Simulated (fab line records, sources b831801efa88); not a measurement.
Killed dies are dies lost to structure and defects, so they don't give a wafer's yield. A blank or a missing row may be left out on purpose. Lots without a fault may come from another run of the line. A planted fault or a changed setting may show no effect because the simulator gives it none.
Chamber matching | flow sky130 | SKY_CAPM_CVD_00 on pecvd-04: 3 sister chambers
The step deposits SiO2, target thk 15.5 nm. 3 wafers are shown with their chamber, then 10 later ones without.

WAFERS WITH THEIR CHAMBER
wafer  | chamber | heater_power_w (W)
L083.2 | 0       | 528
L088.1 | 2       | 591
L088.3 | 1       | 577

WAFERS WITHOUT THEIR CHAMBER
wafer  | heater_power_w (W)
L088.4 | 548
L089.1 | 664
L089.4 | 653
L089.5 | 679
L094.3 | 573
L094.5 | 513
L094.6 | 635
L096.3 | 500
L096.4 | 661
L096.5 | 527

WHICH CHAMBER EACH WENT THROUGH
wafer  | from the rows above          | in truth
L088.4 | can't be placed: 0 or 1 or 2 | 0
L089.1 | can't be placed: 2 or 1 or 0 | 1
L089.4 | can't be placed: 2 or 1 or 0 | 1
L089.5 | can't be placed: 2 or 1 or 0 | 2
L094.3 | can't be placed: 1 or 2 or 0 | 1
L094.5 | can't be placed: 0 or 1 or 2 | 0
L094.6 | can't be placed: 2 or 1 or 0 | 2
L096.3 | can't be placed: 0 or 1 or 2 | 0
L096.4 | can't be placed: 2 or 1 or 0 | 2
L096.5 | can't be placed: 0 or 1 or 2 | 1
Placed correctly: 0 of 10. Can't be placed from these rows: 10 (the true chamber is among the candidates in 10). Placed wrongly: 0.
How it was worked out, from the rows above alone: a wafer's distance from a chamber is the root of the sum, over the readings, of the square of ((its reading less the chamber's mean) divided by the reading's scatter). The wafer belongs to the nearest chamber; if the next one is less than 2 further off, it can't be placed. A chamber's mean is the mean of its shown wafers. The scatter: with one shown wafer a chamber, the root of the mean of the squares of how far each hidden wafer lies from its nearest shown one.
